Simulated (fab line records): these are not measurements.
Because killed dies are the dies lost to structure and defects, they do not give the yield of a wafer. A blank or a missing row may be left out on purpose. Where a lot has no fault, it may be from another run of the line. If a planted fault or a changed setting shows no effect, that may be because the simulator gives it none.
Which tool is to blame? | flow gf180mcu | 39 wafers from 13 lots sampled at 5 of the route's 602 steps

== WHAT THE GAUGES READ, wafer by wafer ==
GF_CONTACT_RS_MEAS_25: measurement is done with a four-point probe.
lot  | measured     | on           | CONTACT_W_RS (ohm/sq)
L139 | day 16 05:01 | filmMetro-02 | 0.387 0.385 0.391
L140 | day 16 10:37 | filmMetro-01 | 0.379 0.379 0.384
L141 | day 16 19:03 | filmMetro-02 | 0.386 0.387 0.379
L143 | day 18 01:16 | filmMetro-03 | 0.379 0.373 0.383
L144 | day 18 03:34 | filmMetro-03 | 0.386 0.388 0.386
L145 | day 18 08:38 | filmMetro-01 | 0.371 0.374 0.369
L146 | day 18 23:29 | filmMetro-02 | 0.376 0.389 0.390
L148 | day 19 19:06 | filmMetro-01 | 0.378 0.378 0.385
L149 | day 19 22:39 | filmMetro-02 | 0.375 0.385 0.386
L150 | day 20 03:38 | filmMetro-03 | 0.375 0.389 0.381
L158 | day 23 02:35 | filmMetro-03 | 0.392 0.378 0.392
L160 | day 23 19:01 | filmMetro-01 | 0.376 0.377 0.381
L162 | day 24 09:01 | filmMetro-02 | 0.381 0.385 0.381

GF_M1_CD_MEAS_14: target cd 230 nm.
lot  | measured     | on       | cdNm (nm)
L139 | day 17 04:14 | cdSem-01 | 229.7 229.4 229.4
L140 | day 17 09:39 | cdSem-01 | 229.1 229.4 229.4
L141 | day 17 18:47 | cdSem-01 | 229.2 227.6 229.9
L143 | day 19 01:43 | cdSem-01 | 228.5 228.6 228.4
L144 | day 19 04:22 | cdSem-02 | 228.3 227.7 227.4
L145 | day 19 09:44 | cdSem-02 | 230.4 230.5 229.3
L146 | day 20 00:20 | cdSem-02 | 229.8 229.7 229.3
L148 | day 20 19:39 | cdSem-02 | 230.1 227.8 228.4
L149 | day 21 00:14 | cdSem-01 | 236.4 236.2 236.5
L150 | day 21 04:32 | cdSem-01 | 237.1 237.1 236.7
L158 | day 24 01:06 | cdSem-01 | 229.7 229.8 229.7
L160 | day 24 17:25 | cdSem-01 | 230.3 230.8 229.5
L162 | day 25 08:11 | cdSem-02 | 230.6 229.7 231.2

GF_V1_BOW_MEAS_05.
lot  | measured     | on           | V1_BOW (um)
L139 | day 17 05:37 | filmMetro-04 | 83 86 81
L140 | day 17 11:08 | filmMetro-01 | 72 76 77
L141 | day 17 20:09 | filmMetro-01 | 76 82 85
L143 | day 19 03:07 | filmMetro-04 | 75 82 77
L144 | day 19 06:04 | filmMetro-04 | 73 92 80
L145 | day 19 11:19 | filmMetro-04 | 94 78 88
L146 | day 20 01:41 | filmMetro-01 | 85 86 100
L148 | day 20 21:03 | filmMetro-04 | 73 86 79
L149 | day 21 01:38 | filmMetro-04 | 87 78 76
L150 | day 21 05:53 | filmMetro-01 | 82 75 82
L158 | day 24 04:47 | filmMetro-02 | 75 89 85
L160 | day 24 18:46 | filmMetro-04 | 94 96 85
L162 | day 25 09:32 | filmMetro-04 | 85 91 83

== WHAT TOOL EACH LOT RAN ON (gives the tool, then ch and the chambers of the sampled wafers, and finally the start) ==
lot  | GF_CONTACT_SPUTTER_22       | GF_M1_SOFTBAKE_10
L139 | pvdSputter-04, day 16 04:49 | lithoTrack-04 ch 0, day 16 17:17
L140 | pvdSputter-01, day 16 10:22 | lithoTrack-04 ch 0, day 16 22:47
L141 | pvdSputter-01, day 16 18:50 | lithoTrack-04 ch 0, day 17 07:09
L143 | pvdSputter-04, day 18 01:03 | lithoTrack-01 ch 0, day 18 13:43
L144 | pvdSputter-02, day 18 03:22 | lithoTrack-01 ch 0, day 18 16:08
L145 | pvdSputter-04, day 18 08:26 | lithoTrack-01 ch 0, day 18 21:26
L146 | pvdSputter-01, day 18 23:17 | lithoTrack-04 ch 0, day 19 11:56
L148 | pvdSputter-01, day 19 18:50 | lithoTrack-04 ch 0, day 20 07:48
L149 | pvdSputter-01, day 19 22:27 | lithoTrack-04 ch 0, day 20 11:47
L150 | pvdSputter-02, day 20 03:25 | lithoTrack-04 ch 0, day 20 16:36
L158 | pvdSputter-04, day 23 02:22 | lithoTrack-01 ch 0, day 23 14:19
L160 | pvdSputter-04, day 23 18:48 | lithoTrack-04 ch 0, day 24 05:54
L162 | pvdSputter-01, day 24 08:49 | lithoTrack-04 ch 0, day 24 21:50
- GF_CONTACT_SPUTTER_22: material Ti, target thk 15 nm, time 80.02 s.
- GF_M1_SOFTBAKE_10: time 60 s.

== AS READ BY THE TOOLS THEMSELVES (means over the sampled wafers that have a number; for cases with no such wafer, the mark the record gives instead) ==
GF_CONTACT_SPUTTER_22.
lot  | tool          | throttleValvePct (%)
L139 | pvdSputter-04 | 31.0
L140 | pvdSputter-01 | 30.5
L141 | pvdSputter-01 | 29.5
L143 | pvdSputter-04 | 30.3
L144 | pvdSputter-02 | 30.0
L145 | pvdSputter-04 | 30.7
L146 | pvdSputter-01 | 29.5
L148 | pvdSputter-01 | 29.6
L149 | pvdSputter-01 | 29.8
L150 | pvdSputter-02 | 30.9
L158 | pvdSputter-04 | 30.8
L160 | pvdSputter-04 | 31.4
L162 | pvdSputter-01 | 30.1

GF_M1_SOFTBAKE_10.
lot  | tool          | heaterPowerTotalW (W) | plateTempC (C)
L139 | lithoTrack-04 | 93.09                 | 129.82
L140 | lithoTrack-04 | 93.08                 | 130.06
L141 | lithoTrack-04 | 93.07                 | 129.98
L143 | lithoTrack-01 | 93.00                 | 129.70
L144 | lithoTrack-01 | 93.01                 | 130.17
L145 | lithoTrack-01 | 92.98                 | 130.02
L146 | lithoTrack-04 | 93.04                 | 129.97
L148 | lithoTrack-04 | 93.07                 | 130.11
L149 | lithoTrack-04 | 90.13                 | 127.12
L150 | lithoTrack-04 | 90.19                 | 127.02
L158 | lithoTrack-01 | 93.04                 | 130.07
L160 | lithoTrack-04 | 93.07                 | 130.05
L162 | lithoTrack-04 | 93.03                 | 129.91

== THE ANSWER, worked out from the rows above alone ==
Rule: usual is defined by the lots themselves. Put in order of their means at a reading, lots are off if they are a third of the lots or fewer, leave a main group of 4 or more, and stand apart from it by a gap of 3 or more times the standard deviation of the main group's means; of several such gaps the widest counts. A main group whose means are all the same, to the digits that the tables above print for the reading, isn't used. Also off: a lot with no number at a reading for which 4 or more lots have one. Where the step has rows for the other lots, those lots are counted as sound. The gauges are gone through in route order, then the tools' own readings, and for those a lot's mean is taken as printed above. The first step at which some lot is off is used, and at that step the reading that is off furthest; a lot without a number counts as furthest.
Off at GF_M1_CD_MEAS_14 (cdNm): L149, L150. For the main group the mean is 229.4 nm and the standard deviation 0.77.
If a tool, at a process step before that reading, ran all the lots that are off and no sound lot after the first of them, it fits. The gauges at GF_M1_CD_MEAS_14 aren't tried: what is off there is off at GF_M1_SOFTBAKE_10 too, on other tools, and a gauge's error can't cause that. None of those tried fits.

== WHAT THE SIMULATOR HAD PUT IN ==
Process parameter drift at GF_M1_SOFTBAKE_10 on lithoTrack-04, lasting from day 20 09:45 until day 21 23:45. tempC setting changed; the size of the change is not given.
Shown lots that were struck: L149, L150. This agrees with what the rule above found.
